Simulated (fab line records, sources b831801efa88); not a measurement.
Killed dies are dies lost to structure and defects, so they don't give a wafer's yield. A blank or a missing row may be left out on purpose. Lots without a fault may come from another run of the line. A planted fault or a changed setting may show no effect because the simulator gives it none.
A struck lot beside a sound one | flow sky130 | 18 steps out of a route of 708
Sound: wafers L992.1, L992.3, L992.5. Struck: wafer L984.6. (L984.2 of the same lot was not struck and is left out.) The cause comes at the end.
At each step with rows: each side's tool, then ch and its chambers, then its first start. Under that, the readings that differ: sound wafers | struck wafers | difference of the means | sigmas: that difference in standard deviations of wafers without a fault.
alike: readings whose means differ by less than 2 such deviations, and words and numbers that are the same on both sides. not compared: withheld readings, readings that some wafer has no value for, bounds like >300 that may hide the same value, and numbers for which the record gives no deviation and whose values overlap.
The two part at a step that has a row with sigmas, a row that says differs or no value, or rows on one side only. Numbers that don't overlap but have no deviation are shown without sigmas and don't part them. A reading that every wafer of one side lacks parts them only if that side has two wafers or more.

first, 3 steps without rows for these wafers: SKY_POLY_CUT_EXPOSE_05 (exposes mask NPCM, target cd 270 nm); SKY_POLY_CUT_PEB_06; SKY_POLY_CUT_DEVELOP_07 (develop time 60 s).
SKY_POLY_CUT_CD_MEAS_08: target cd 270 nm.
  sound on cd_sem-02, day 31 22:18; struck on cd_sem-02, day 29 14:04
  alike: cd_nm
SKY_POLY_CUT_OVL_MEAS_09:
  sound on overlay-01, day 31 22:25; struck on overlay-01, day 29 14:11
  alike: POLY_CUT_OVL
SKY_POLY_CUT_ETCH_10: etches BARC in N2/H2, stops on SiO2, time 45.9 s, target depth 60 nm.
  sound on rie_diel-04 ch 0,1,2, day 31 22:28; struck on rie_diel-04 ch 1, day 29 14:13
  alike: bias_w, drypump_motor_current_A, h2_flow_sccm, oes_product_au, throttle_valve_pct
  not compared: rf_hours_counter_h
SKY_POLY_CUT_ETCH_11: etches Si3N4 in CF4/CH2F2/Ar, stops on poly-Si, time 42.5 s, target depth 60 nm.
  sound on rie_diel-04 ch 0,1,2, day 31 22:30; struck on rie_diel-04 ch 1, day 29 14:15
  alike: bias_w, drypump_motor_current_A, oes_product_au, throttle_valve_pct
  not compared: rf_hours_counter_h
SKY_POLY_CUT_STRIP_12: strips in O2/N2.
  sound on plasma_asher-02 ch 1, day 31 22:32; struck on plasma_asher-02 ch 1, day 29 14:17
  alike: drypump_motor_current_A, oes_product_au, strip_time_to_endpoint_s
  not compared: rf_hours_counter_h
then, 4 steps without rows for these wafers: SKY_SD_P_DEHYDRATE_00 (time 60 s); SKY_SD_P_HMDS_01 (prime time 60 s); SKY_SD_P_COAT_02 (resist thk 1140 nm); SKY_SD_P_SOFTBAKE_03 (time 60 s).
SKY_SD_P_EXPOSE_04: exposes mask PSDM, target cd 380 nm.
  sound on iline_stepper-02 ch 0, day 32 12:34; struck on iline_stepper-02 ch 0, day 30 05:00
  alike: mask
then, 2 steps without rows for these wafers: SKY_SD_P_PEB_05; SKY_SD_P_DEVELOP_06 (develop time 60 s).
SKY_SD_P_CD_MEAS_07: target cd 380 nm.
  sound on cd_sem-02, day 33 01:27; struck on cd_sem-02, day 30 19:05
  reading    | sound             | struck | difference | sigmas
  cd_nm (nm) | 380.0 379.4 380.8 | 366.1  | -14.0      | -6
  not compared: hold
SKY_SD_P_OVL_MEAS_08:
  sound on overlay-02, day 33 01:34; struck on overlay-01, day 30 20:10
  reading | sound | struck                   | difference                   | sigmas
  hold    | - - - | await_dispo/1.0h/release | no value on the sound wafers |
  alike: SD_P_OVL
then, 1 step without rows for these wafers: SKY_PAD_OPEN_PROBE_99.

WHERE THEY PART
First at SKY_SD_P_CD_MEAS_07; last, within this record, at SKY_SD_P_OVL_MEAS_08.

WHY: what the simulator had put in
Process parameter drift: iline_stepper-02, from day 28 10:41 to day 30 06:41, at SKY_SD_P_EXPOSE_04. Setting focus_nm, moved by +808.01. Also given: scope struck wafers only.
